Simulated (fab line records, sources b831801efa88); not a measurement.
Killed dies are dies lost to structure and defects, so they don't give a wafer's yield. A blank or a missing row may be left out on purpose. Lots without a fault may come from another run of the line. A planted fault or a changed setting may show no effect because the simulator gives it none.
A struck lot beside a sound one | flow sky130 | 15 steps out of a route of 708
Sound: wafers L373.1, L373.2, L373.3. Struck: wafers L381.1, L381.2, L381.5. The cause comes at the end.
At each step with rows: each side's tool, then ch and its chambers, then its first start. Under that, the readings that differ: sound wafers | struck wafers | difference of the means | sigmas: that difference in standard deviations of wafers without a fault.
alike: readings whose means differ by less than 2 such deviations, and words and numbers that are the same on both sides. not compared: withheld readings, readings that some wafer has no value for, bounds like >300 that may hide the same value, and numbers for which the record gives no deviation and whose values overlap.
The two part at a step that has a row with sigmas, a row that says differs or no value, or rows on one side only. Numbers that don't overlap but have no deviation are shown without sigmas and don't part them. A reading that every wafer of one side lacks parts them only if that side has two wafers or more.

first, 1 step without rows for these wafers: SKY_SD_P_DEVELOP_06 (develop time 60 s).
SKY_SD_P_CD_MEAS_07: target cd 380 nm.
  sound on cd_sem-01, day 28 02:43; struck on cd_sem-02, day 30 08:08
  alike: cd_nm
SKY_SD_P_OVL_MEAS_08:
  sound on overlay-02, day 28 02:50; struck on overlay-01, day 30 08:15
  reading       | sound          | struck      | difference | sigmas
  SD_P_OVL (nm) | -1.7 -2.6 -3.8 | 1.4 0.9 3.5 | +4.6       | +3
then, 1 step without rows for these wafers: SKY_SD_P_IMPLANT_09.
SKY_SD_P_STRIP_10: strips in O2/N2.
  sound on plasma_asher-01 ch 0,1, day 28 03:01; struck on plasma_asher-02 ch 0,1, day 30 08:26
  reading                     | sound       | struck      | difference | sigmas
  drypump_motor_current_A (A) | 5.2 4.9 5.2 | 6.5 5.8 6.4 | +1.1       | +2
  alike: oes_product_au, strip_time_to_endpoint_s
  not compared: rf_hours_counter_h
SKY_SD_P_TW_MEAS_11:
  sound on film_metro-03, day 28 03:07; struck on film_metro-02, day 30 08:32
  alike: SD_P_TW
then, 6 steps without rows for these wafers: SKY_RES_XHIGH_DEHYDRATE_00 (time 60 s); SKY_RES_XHIGH_HMDS_01 (prime time 60 s); SKY_RES_XHIGH_COAT_02 (resist thk 1140 nm); SKY_RES_XHIGH_SOFTBAKE_03 (time 60 s); SKY_RES_XHIGH_EXPOSE_04 (exposes mask URPM, target cd 1270 nm); SKY_RES_XHIGH_PEB_05.
SKY_RES_XHIGH_DEVELOP_06: develop time 60 s.
  sound on litho_track-02 ch 0, day 29 06:40; struck on litho_track-02 ch 0, day 31 11:25
  reading              | sound             | struck            | difference | sigmas
  developer_temp_C (C) | 22.91 22.94 22.97 | 22.17 22.08 21.99 | -0.86      | -8
  alike: chill_plate_temp_C
then, 1 step without rows for these wafers: SKY_RES_XHIGH_IMPLANT_07.
-- the record jumps here: 18 days lie between the struck wafers' starts before and after (it left off in module RES_XHIGH and takes up again in module PAD_OPEN, whose first step shown is number 708 of the route) --
SKY_PAD_OPEN_PROBE_99:
  sound on prober-01, day 47 16:35; struck on prober-01, day 49 03:25
  alike: killed_at_M0_to_M3, killed_at_M4_up, killed_at_contacts, killed_at_front_end, killed_at_other, killed_dies, killed_open, killed_short

WHERE THEY PART
First at SKY_SD_P_OVL_MEAS_08; last, within this record, at SKY_RES_XHIGH_DEVELOP_06. Later steps at which nothing parts them and some readings are alike: SKY_PAD_OPEN_PROBE_99.

WHY: what the simulator had put in
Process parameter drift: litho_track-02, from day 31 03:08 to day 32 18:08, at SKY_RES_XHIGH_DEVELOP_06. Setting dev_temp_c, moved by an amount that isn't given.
